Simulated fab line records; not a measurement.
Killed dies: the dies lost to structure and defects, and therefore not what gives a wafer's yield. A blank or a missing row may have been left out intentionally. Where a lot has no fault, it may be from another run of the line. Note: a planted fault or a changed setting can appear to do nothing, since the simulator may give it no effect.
Which tool did it? | flow sky130 | 13 lots with 39 wafers sampled at 7 steps, on a route of 708 steps

## WHAT EACH GAUGE READ, for each wafer
SKY_FIELD_ISO_THK_MEAS_02. Usual: FIELD_ISO_OXIDATION_00_THK gives 11.97 nm (standard deviation 0.21).
lot  | measured    | on            | FIELD_ISO_OXIDATION_00_THK (nm) | flag
L276 | day 1 11:38 | film-metro-02 | 12.18 11.88 11.99               |
L277 | day 1 16:57 | film-metro-01 | 12.50 12.27 12.49               |
L280 | day 2 11:10 | film-metro-02 | 11.90 12.11 11.79               |
L281 | day 2 13:50 | film-metro-01 | 12.16 12.12 12.28               |
L283 | day 2 23:18 | film-metro-04 | 12.11 11.96 12.13               |
L284 | day 3 03:58 | film-metro-01 | 11.78 11.61 11.88               |
L285 | day 3 08:40 | film-metro-01 | 11.71 11.61 11.92               |
L287 | day 3 20:14 | film-metro-01 | 11.85 11.34 11.61               |
L288 | day 4 00:19 | film-metro-02 | 12.16 12.07 12.09               |
L294 | day 5 06:19 | film-metro-04 | 11.96 12.00 12.02               |
L297 | day 5 21:15 | film-metro-01 | 11.97 11.96 12.06               |
L298 | day 6 04:33 | film-metro-01 | 11.63 11.80 11.78               |
L299 | day 6 07:44 | film-metro-04 | 11.82 11.87 11.88               |

SKY_NWELL_OVL_MEAS_10. Usual: NWELL_00_OVL gives 1.0 nm (standard deviation 1.6).
lot  | measured     | on         | NWELL_00_OVL (nm) | flag
L276 | day 4 16:04  | overlay-02 | 2.6 1.9 2.2       |
L277 | day 4 21:08  | overlay-02 | -0.4 -2.4 -1.4    |
L280 | day 5 15:33  | overlay-02 | 2.2 1.5 0.4       |
L281 | day 5 21:59  | overlay-02 | 0.7 1.7 1.2       |
L283 | day 6 06:34  | overlay-02 | 1.7 1.5 0.8       |
L284 | day 6 12:31  | overlay-02 | 1.1 0.4 1.2       |
L285 | day 6 16:55  | overlay-02 | -1.2 -1.1 -1.1    |
L287 | day 7 06:47  | overlay-02 | - - -             | OFF
L288 | day 7 12:00  | overlay-02 | -0.4 -1.2 -2.7    |
L294 | day 9 03:08  | overlay-02 | -1.7 -0.5 -0.3    |
L297 | day 9 15:21  | overlay-02 | 1.2 1.0 0.1       |
L298 | day 10 01:15 | overlay-02 | 0.2 -0.3 -0.4     |
L299 | day 10 05:42 | overlay-02 | 3.3 1.3 2.7       |

SKY_NWELL_TW_MEAS_15. Usual: NWELL_TW gives 1823 (standard deviation 17).
lot  | measured     | on            | NWELL_TW       | flag
L276 | day 4 16:39  | film-metro-01 | 1831 1832 1836 |
L277 | day 4 21:44  | film-metro-01 | 1825 1827 1828 |
L280 | day 5 16:09  | film-metro-01 | 1831 1830 1825 |
L281 | day 5 22:34  | film-metro-01 | 1834 1833 1827 |
L283 | day 6 07:09  | film-metro-01 | 1839 1841 1837 |
L284 | day 6 13:07  | film-metro-03 | 1800 1790 1799 |
L285 | day 6 17:30  | film-metro-01 | 1837 1849 1854 |
L287 | day 7 07:23  | film-metro-01 | 30 30 30       | OFF
L288 | day 7 12:36  | film-metro-02 | 1842 1838 1845 |
L294 | day 9 03:44  | film-metro-02 | 1811 1810 1826 |
L297 | day 9 15:57  | film-metro-03 | 1807 1801 1810 |
L298 | day 10 01:50 | film-metro-01 | 1830 1841 1828 |
L299 | day 10 06:18 | film-metro-01 | 1834 1825 1823 |

SKY_NWELL_TW_MEAS_26. Usual: NWELL_2_TW gives 497 (standard deviation 4.9).
lot  | measured     | on            | NWELL_2_TW     | flag
L276 | day 5 09:50  | film-metro-03 | 490 492 493    |
L277 | day 5 14:32  | film-metro-02 | 498 500 502    |
L280 | day 6 10:54  | film-metro-02 | 496 498 499    |
L281 | day 6 17:55  | film-metro-02 | 497 497 498    |
L283 | day 7 02:41  | film-metro-01 | 504 502 502    |
L284 | day 7 08:55  | film-metro-03 | 491 493 489    |
L285 | day 7 13:57  | film-metro-02 | 503 502 502    |
L287 | day 8 04:14  | film-metro-03 | 1804 1807 1806 | OFF
L288 | day 8 09:06  | film-metro-01 | 501 501 501    |
L294 | day 10 00:15 | film-metro-02 | 502 501 499    |
L297 | day 10 13:21 | film-metro-02 | 501 498 498    |
L298 | day 11 00:58 | film-metro-02 | 501 500 502    |
L299 | day 11 05:54 | film-metro-02 | 498 501 501    |

SKY_VT_ADJUST_LVTN_TW_MEAS_21. Usual: VT_ADJUST_LVTN_2_TW gives 187.3 (standard deviation 1.6).
lot  | measured     | on            | VT_ADJUST_LVTN_2_TW | flag
L276 | day 7 19:32  | film-metro-04 | 186.7 186.2 186.9   |
L277 | day 8 01:29  | film-metro-04 | 186.9 187.6 187.4   |
L280 | day 9 02:37  | film-metro-03 | 187.6 187.3 187.0   |
L281 | day 9 09:20  | film-metro-03 | 186.7 186.6 187.4   |
L283 | day 9 17:02  | film-metro-03 | 187.5 186.5 186.4   |
L284 | day 10 00:35 | film-metro-04 | 187.0 187.0 186.9   |
L285 | day 10 05:45 | film-metro-01 | 189.8 189.2 189.5   |
L287 | day 10 21:17 | film-metro-03 | 185.8 184.9 185.8   |
L288 | day 11 03:43 | film-metro-04 | 187.1 186.5 185.8   |
L294 | day 12 23:14 | film-metro-04 | 188.6 188.4 188.4   |
L297 | day 13 13:31 | film-metro-04 | 190.5 189.3 190.6   |
L298 | day 14 03:28 | film-metro-01 | 189.2 189.9 191.2   |
L299 | day 14 08:35 | film-metro-03 | 186.8 186.9 187.4   |

SKY_SONOS_TUNNEL_OVL_MEAS_08. Usual: SONOS_TUNNEL_OVL gives -0.1 nm (standard deviation 1.2).
lot  | measured     | on         | SONOS_TUNNEL_OVL (nm) | flag
L276 | day 11 10:28 | overlay-02 | 1.6 1.3 2.1           |
L277 | day 11 15:24 | overlay-02 | -2.2 -0.5 -1.4        |
L280 | day 12 20:58 | overlay-02 | 1.3 2.6 0.5           |
L281 | day 13 05:20 | overlay-02 | -0.8 0.6 -0.5         |
L283 | day 13 15:11 | overlay-02 | 0.7 -0.1 -0.9         |
L284 | day 13 22:23 | overlay-02 | -0.4 -1.5 1.5         |
L285 | day 14 07:43 | overlay-02 | 0.0 -0.4 1.1          |
L287 | day 15 00:01 | overlay-02 | -1.6 -0.5 -1.3        |
L288 | day 15 08:43 | overlay-02 | -0.3 0.8 0.1          |
L294 | day 17 09:23 | overlay-01 | -0.8 -1.8 -1.6        |
L297 | day 18 04:05 | overlay-01 | -0.7 0.4 0.5          |
L298 | day 18 19:11 | overlay-02 | -1.1 -0.7 0.1         |
L299 | day 19 03:58 | overlay-01 | -0.2 -0.1 1.3         |

## EACH LOT AND THE TOOL THAT RAN IT (in order: tool; ch and the chambers of the sampled wafers; start)
lot  | SKY_NWELL_EXPOSE_07
L276 | iline-stepper-01 ch 0, day 4 07:37
L277 | iline-stepper-01 ch 0, day 4 09:02
L280 | iline-stepper-01 ch 0, day 5 05:53
L281 | iline-stepper-02 ch 0, day 5 13:35
L283 | iline-stepper-02 ch 0, day 5 21:17
L284 | iline-stepper-02 ch 0, day 6 03:07
L285 | iline-stepper-01 ch 0, day 6 08:02
L287 | iline-stepper-01 ch 0, day 6 20:32
L288 | iline-stepper-01 ch 0, day 7 01:54
L294 | iline-stepper-01 ch 0, day 8 16:11
L297 | iline-stepper-01 ch 0, day 9 05:05
L298 | iline-stepper-02 ch 0, day 9 14:46
L299 | iline-stepper-01 ch 0, day 9 19:09
- SKY_NWELL_EXPOSE_07: exposes mask NWM, target cd 840 nm.

## AS READ BY THE TOOLS THEMSELVES (means over the sampled wafers that have a number; for cases with no such wafer, the mark the record gives instead)
SKY_NWELL_EXPOSE_07. Usual: stage-vel-mm-s 500.02 mm/s, standard deviation 0.23.
lot  | tool             | stage-vel-mm-s (mm/s) | flag
L276 | iline-stepper-01 | 499.94                |
L277 | iline-stepper-01 | 500.03                |
L280 | iline-stepper-01 | 500.28                |
L281 | iline-stepper-02 | 500.16                |
L283 | iline-stepper-02 | 500.12                |
L284 | iline-stepper-02 | 500.10                |
L285 | iline-stepper-01 | 500.03                |
L287 | iline-stepper-01 | 500.05                |
L288 | iline-stepper-01 | 500.26                |
L294 | iline-stepper-01 | 499.85                |
L297 | iline-stepper-01 | 499.95                |
L298 | iline-stepper-02 | 499.66                |
L299 | iline-stepper-01 | 500.37                |

## THE ANSWER, worked out from the rows above alone
Rule: lot off if the mean of its wafers having a number is beyond 3 standard deviations from the usual mean. Also off: a lot with no number at a reading for which 4 or more lots have one. Any other lot the step has rows for is counted as sound. After the gauges, taken in route order, come the tools' own readings; for these a lot's mean is taken, as printed above. At the first step where some lot is off, the reading lying furthest off is the one used; lots without a number count as furthest.
Off: L287, at SKY_NWELL_OVL_MEAS_10 (NWELL_00_OVL). Without a number there: L287.
A tool fits if, at a process step before that reading, it ran every lot that is off, and no sound lot after the first of them. Not tried: the gauges at SKY_NWELL_OVL_MEAS_10; whatever is off there is also off at SKY_NWELL_TW_MEAS_15, on other tools, and gauge error can't account for it. No candidate that was tried fits.

## WHAT THE SIMULATOR PUT IN
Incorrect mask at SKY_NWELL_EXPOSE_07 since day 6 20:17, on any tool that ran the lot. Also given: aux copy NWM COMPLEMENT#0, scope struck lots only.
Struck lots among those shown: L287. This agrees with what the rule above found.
